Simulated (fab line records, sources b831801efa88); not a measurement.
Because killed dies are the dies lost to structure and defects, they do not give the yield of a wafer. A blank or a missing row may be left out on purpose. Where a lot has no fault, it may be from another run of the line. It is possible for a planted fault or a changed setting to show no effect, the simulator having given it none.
Which tool did it? || flow gf180mcu || 13 lots with 39 wafers sampled at 5 steps, on a route of 602 steps

== WHAT THE GAUGES READ, wafer by wafer ==
GF_VT_IMPLANT_OVL_MEAS_29.
{"lot": "L581", "measured": "day 6 22:11", "on": "overlay-02", "VT_IMPLANT_02_OVL (nm)": "-2.8 -1.5 -2.2"}
{"lot": "L582", "measured": "day 7 04:38", "on": "overlay-02", "VT_IMPLANT_02_OVL (nm)": "-0.8 -0.1 0.7"}
{"lot": "L583", "measured": "day 7 13:37", "on": "overlay-01", "VT_IMPLANT_02_OVL (nm)": "-2.6 -1.3 -3.0"}
{"lot": "L584", "measured": "day 7 17:11", "on": "overlay-02", "VT_IMPLANT_02_OVL (nm)": "-3.4 -2.4 -2.7"}
{"lot": "L588", "measured": "day 8 19:46", "on": "overlay-02", "VT_IMPLANT_02_OVL (nm)": "-1.2 0.7 -0.7"}
{"lot": "L590", "measured": "day 9 10:53", "on": "overlay-01", "VT_IMPLANT_02_OVL (nm)": "-1.8 -2.5 -2.7"}
{"lot": "L591", "measured": "day 9 18:17", "on": "overlay-01", "VT_IMPLANT_02_OVL (nm)": "-1.1 -1.8 -2.1"}
{"lot": "L592", "measured": "day 9 23:17", "on": "overlay-02", "VT_IMPLANT_02_OVL (nm)": "-1.1 -0.6 -0.4"}
{"lot": "L593", "measured": "day 10 05:01", "on": "overlay-02", "VT_IMPLANT_02_OVL (nm)": "0.3 0.5 2.0"}
{"lot": "L595", "measured": "day 10 18:32", "on": "overlay-02", "VT_IMPLANT_02_OVL (nm)": "0.5 -2.5 -0.2"}
{"lot": "L597", "measured": "day 11 06:38", "on": "overlay-02", "VT_IMPLANT_02_OVL (nm)": "-1.7 -2.4 -2.1"}
{"lot": "L601", "measured": "day 12 10:16", "on": "overlay-01", "VT_IMPLANT_02_OVL (nm)": "-0.8 -0.6 -0.1"}
{"lot": "L603", "measured": "day 12 23:24", "on": "overlay-01", "VT_IMPLANT_02_OVL (nm)": "-0.3 0.2 1.4"}

GF_VT_IMPLANT_TW_MEAS_32.
{"lot": "L581", "measured": "day 6 22:29", "on": "film-metro-01", "VT_IMPLANT_3_TW": "269.9 268.3 270.7"}
{"lot": "L582", "measured": "day 7 04:55", "on": "film-metro-02", "VT_IMPLANT_3_TW": "269.7 271.4 271.0"}
{"lot": "L583", "measured": "day 7 13:55", "on": "film-metro-04", "VT_IMPLANT_3_TW": "267.0 266.0 266.6"}
{"lot": "L584", "measured": "day 7 17:29", "on": "film-metro-04", "VT_IMPLANT_3_TW": "266.9 267.7 267.6"}
{"lot": "L588", "measured": "day 8 20:10", "on": "film-metro-04", "VT_IMPLANT_3_TW": "265.5 265.8 266.1"}
{"lot": "L590", "measured": "day 9 11:11", "on": "film-metro-01", "VT_IMPLANT_3_TW": "270.0 270.1 269.7"}
{"lot": "L591", "measured": "day 9 18:35", "on": "film-metro-04", "VT_IMPLANT_3_TW": "265.8 265.5 265.8"}
{"lot": "L592", "measured": "day 9 23:34", "on": "film-metro-01", "VT_IMPLANT_3_TW": "271.4 267.9 269.5"}
{"lot": "L593", "measured": "day 10 05:19", "on": "film-metro-02", "VT_IMPLANT_3_TW": "271.4 272.8 270.5"}
{"lot": "L595", "measured": "day 10 18:55", "on": "film-metro-04", "VT_IMPLANT_3_TW": "262.8 266.8 267.1"}
{"lot": "L597", "measured": "day 11 06:56", "on": "film-metro-01", "VT_IMPLANT_3_TW": "270.8 269.5 270.1"}
{"lot": "L601", "measured": "day 12 10:34", "on": "film-metro-04", "VT_IMPLANT_3_TW": "266.7 265.1 264.3"}
{"lot": "L603", "measured": "day 12 23:41", "on": "film-metro-02", "VT_IMPLANT_3_TW": "268.7 271.4 268.7"}

GF_POLY_GATE_THK_MEAS_01.
{"lot": "L581", "measured": "day 8 12:47", "on": "film-metro-04", "POLY_GATE_CVD_00_THK (nm)": "201.3 201.7 200.9"}
{"lot": "L582", "measured": "day 8 19:44", "on": "film-metro-01", "POLY_GATE_CVD_00_THK (nm)": "201.1 201.0 201.1"}
{"lot": "L583", "measured": "day 9 04:37", "on": "film-metro-01", "POLY_GATE_CVD_00_THK (nm)": "198.3 198.1 196.4"}
{"lot": "L584", "measured": "day 9 09:14", "on": "film-metro-01", "POLY_GATE_CVD_00_THK (nm)": "200.8 203.7 201.2"}
{"lot": "L588", "measured": "day 10 13:27", "on": "film-metro-03", "POLY_GATE_CVD_00_THK (nm)": "201.7 201.5 202.5"}
{"lot": "L590", "measured": "day 11 04:59", "on": "film-metro-01", "POLY_GATE_CVD_00_THK (nm)": "203.4 201.8 201.1"}
{"lot": "L591", "measured": "day 11 14:53", "on": "film-metro-01", "POLY_GATE_CVD_00_THK (nm)": "201.1 199.9 201.4"}
{"lot": "L592", "measured": "day 11 17:42", "on": "film-metro-03", "POLY_GATE_CVD_00_THK (nm)": "200.0 200.2 200.1"}
{"lot": "L593", "measured": "day 12 00:24", "on": "film-metro-01", "POLY_GATE_CVD_00_THK (nm)": "199.6 197.9 200.3"}
{"lot": "L595", "measured": "day 12 14:29", "on": "film-metro-01", "POLY_GATE_CVD_00_THK (nm)": "201.9 200.1 201.0"}
{"lot": "L597", "measured": "day 13 02:17", "on": "film-metro-03", "POLY_GATE_CVD_00_THK (nm)": "202.0 203.6 200.4"}
{"lot": "L601", "measured": "day 14 08:16", "on": "film-metro-03", "POLY_GATE_CVD_00_THK (nm)": "201.7 202.3 202.6"}
{"lot": "L603", "measured": "day 14 22:53", "on": "film-metro-01", "POLY_GATE_CVD_00_THK (nm)": "198.7 199.0 200.1"}

GF_HV_LDD_CD_MEAS_19: target cd 400 nm.
{"lot": "L581", "measured": "day 10 20:41", "on": "cd-sem-02", "cd-nm (nm)": "403.8 404.4 402.2"}
{"lot": "L582", "measured": "day 11 02:04", "on": "cd-sem-02", "cd-nm (nm)": "399.3 401.6 400.4"}
{"lot": "L583", "measured": "day 11 13:44", "on": "cd-sem-01", "cd-nm (nm)": "398.9 400.9 399.6"}
{"lot": "L584", "measured": "day 11 17:31", "on": "cd-sem-01", "cd-nm (nm)": "397.7 395.7 397.8"}
{"lot": "L588", "measured": "day 13 01:47", "on": "cd-sem-01", "cd-nm (nm)": "384.4 385.6 386.4 384.5 384.8 386.8"}
{"lot": "L590", "measured": "day 13 16:58", "on": "cd-sem-02", "cd-nm (nm)": "384.8 385.3 384.5 384.9 385.8 384.8"}
{"lot": "L591", "measured": "day 14 03:53", "on": "cd-sem-02", "cd-nm (nm)": "384.1 385.7 384.1 384.5 385.9 384.2"}
{"lot": "L592", "measured": "day 14 07:08", "on": "cd-sem-01", "cd-nm (nm)": "402.7 401.3 403.0"}
{"lot": "L593", "measured": "day 14 14:49", "on": "cd-sem-02", "cd-nm (nm)": "389.0 390.0 389.5 388.9 390.0 389.4"}
{"lot": "L595", "measured": "day 15 06:05", "on": "cd-sem-02", "cd-nm (nm)": "402.1 402.9 401.6"}
{"lot": "L597", "measured": "day 15 19:29", "on": "cd-sem-01", "cd-nm (nm)": "405.9 405.8 406.1"}
{"lot": "L601", "measured": "day 17 03:28", "on": "cd-sem-02", "cd-nm (nm)": "405.6 404.4 406.1"}
{"lot": "L603", "measured": "day 17 20:01", "on": "cd-sem-01", "cd-nm (nm)": "402.0 400.0 401.6"}

== EACH LOT AND THE TOOL THAT RAN IT (in order: tool; ch and the chambers of the sampled wafers; start) ==
{"lot": "L581", "GF_HV_LDD_EXPOSE_16": "iline-stepper-01 ch 0, day 10 12:05"}
{"lot": "L582", "GF_HV_LDD_EXPOSE_16": "iline-stepper-02 ch 0, day 10 17:04"}
{"lot": "L583", "GF_HV_LDD_EXPOSE_16": "iline-stepper-01 ch 0, day 11 04:40"}
{"lot": "L584", "GF_HV_LDD_EXPOSE_16": "iline-stepper-02 ch 0, day 11 08:29"}
{"lot": "L588", "GF_HV_LDD_EXPOSE_16": "iline-stepper-01 ch 0, day 12 16:08"}
{"lot": "L590", "GF_HV_LDD_EXPOSE_16": "iline-stepper-01 ch 0, day 13 07:04"}
{"lot": "L591", "GF_HV_LDD_EXPOSE_16": "iline-stepper-01 ch 0, day 13 17:41"}
{"lot": "L592", "GF_HV_LDD_EXPOSE_16": "iline-stepper-02 ch 0, day 13 21:01"}
{"lot": "L593", "GF_HV_LDD_EXPOSE_16": "iline-stepper-01 ch 0, day 14 05:03"}
{"lot": "L595", "GF_HV_LDD_EXPOSE_16": "iline-stepper-02 ch 0, day 14 19:23"}
{"lot": "L597", "GF_HV_LDD_EXPOSE_16": "iline-stepper-02 ch 0, day 15 09:02"}
{"lot": "L601", "GF_HV_LDD_EXPOSE_16": "iline-stepper-02 ch 0, day 16 17:03"}
{"lot": "L603", "GF_HV_LDD_EXPOSE_16": "iline-stepper-02 ch 0, day 17 09:06"}
- GF_HV_LDD_EXPOSE_16: exposes mask Pplus LV AREA, target cd 400 nm.

== WHAT THE TOOLS THEMSELVES READ (means of the sampled wafers that have a number; where no wafer has one, the mark that the record gives instead) ==
GF_HV_LDD_EXPOSE_16.
{"lot": "L581", "tool": "iline-stepper-01", "exposure-dose-mJ-cm2": 140.06, "focus-offset-nm (nm)": -0.2, "reticle-temp-C (C)": 23.11}
{"lot": "L582", "tool": "iline-stepper-02", "exposure-dose-mJ-cm2": 140.07, "focus-offset-nm (nm)": 0.3, "reticle-temp-C (C)": 23.10}
{"lot": "L583", "tool": "iline-stepper-01", "exposure-dose-mJ-cm2": 140.07, "focus-offset-nm (nm)": -0.4, "reticle-temp-C (C)": 23.02}
{"lot": "L584", "tool": "iline-stepper-02", "exposure-dose-mJ-cm2": 140.09, "focus-offset-nm (nm)": -0.2, "reticle-temp-C (C)": 22.96}
{"lot": "L588", "tool": "iline-stepper-01", "exposure-dose-mJ-cm2": 132.75, "focus-offset-nm (nm)": 0.6, "reticle-temp-C (C)": 23.04}
{"lot": "L590", "tool": "iline-stepper-01", "exposure-dose-mJ-cm2": 132.63, "focus-offset-nm (nm)": -0.2, "reticle-temp-C (C)": 22.99}
{"lot": "L591", "tool": "iline-stepper-01", "exposure-dose-mJ-cm2": 132.65, "focus-offset-nm (nm)": 0.0, "reticle-temp-C (C)": 23.03}
{"lot": "L592", "tool": "iline-stepper-02", "exposure-dose-mJ-cm2": 139.99, "focus-offset-nm (nm)": 0.9, "reticle-temp-C (C)": 22.86}
{"lot": "L593", "tool": "iline-stepper-01", "exposure-dose-mJ-cm2": 132.72, "focus-offset-nm (nm)": 0.1, "reticle-temp-C (C)": 23.09}
{"lot": "L595", "tool": "iline-stepper-02", "exposure-dose-mJ-cm2": 140.09, "focus-offset-nm (nm)": -1.1, "reticle-temp-C (C)": 23.06}
{"lot": "L597", "tool": "iline-stepper-02", "exposure-dose-mJ-cm2": 140.09, "focus-offset-nm (nm)": -0.0, "reticle-temp-C (C)": 23.03}
{"lot": "L601", "tool": "iline-stepper-02", "exposure-dose-mJ-cm2": 139.92, "focus-offset-nm (nm)": 0.5, "reticle-temp-C (C)": 22.92}
{"lot": "L603", "tool": "iline-stepper-02", "exposure-dose-mJ-cm2": 140.03, "focus-offset-nm (nm)": 0.2, "reticle-temp-C (C)": 22.99}

== THE ANSWER, worked out from the rows above alone ==
Rule: the usual values come from the lots themselves. The widest of any qualifying gaps counts: lots, ordered by their means at a reading, are off when they make up no more than a third of the lots, leave a main group of 4 or more, and stand apart from it by 3 or more times the standard deviation of that group's means. The tables above print the reading to a certain number of digits; a main group whose means all agree to those digits is not used. Also off: a lot with no number at a reading for which 4 or more lots have one. All remaining lots with rows at the step are treated as sound. First the gauges in route order, then the tools' own readings, where a lot's mean is used as printed above. The first step at which some lot is off is used, and at that step the reading that is off furthest; a lot without a number counts as furthest.
Off, at GF_HV_LDD_EXPOSE_16 on exposure-dose-mJ-cm2: L588, L590, L591, L593. Main group: mean 140.05, sd 0.054.
A tool fits if, at that step or a process step before it, it ran every lot that is off, and no sound lot after the first of them. One fits: iline-stepper-01 at GF_HV_LDD_EXPOSE_16. Its last sound lot is L583 (day 11 04:40), its first lot that is off L588 (day 12 16:08): a fault that began between those two fits.
The tool's own readings at GF_HV_LDD_EXPOSE_16 bear it out: on the lots that are off they differ by more than 5 times the standard deviation of the sound lots' means. exposure-dose-mJ-cm2 reads 132.69 there against 140.05 on the sound lots.

== WHAT HAD BEEN PUT IN BY THE SIMULATOR ==
Process parameters drifting: iline-stepper-01 at GF_HV_LDD_EXPOSE_16, beginning at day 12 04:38. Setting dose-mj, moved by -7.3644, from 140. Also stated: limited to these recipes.
Shown lots that were struck: L588, L590, L591, L593. The rule above found the same.
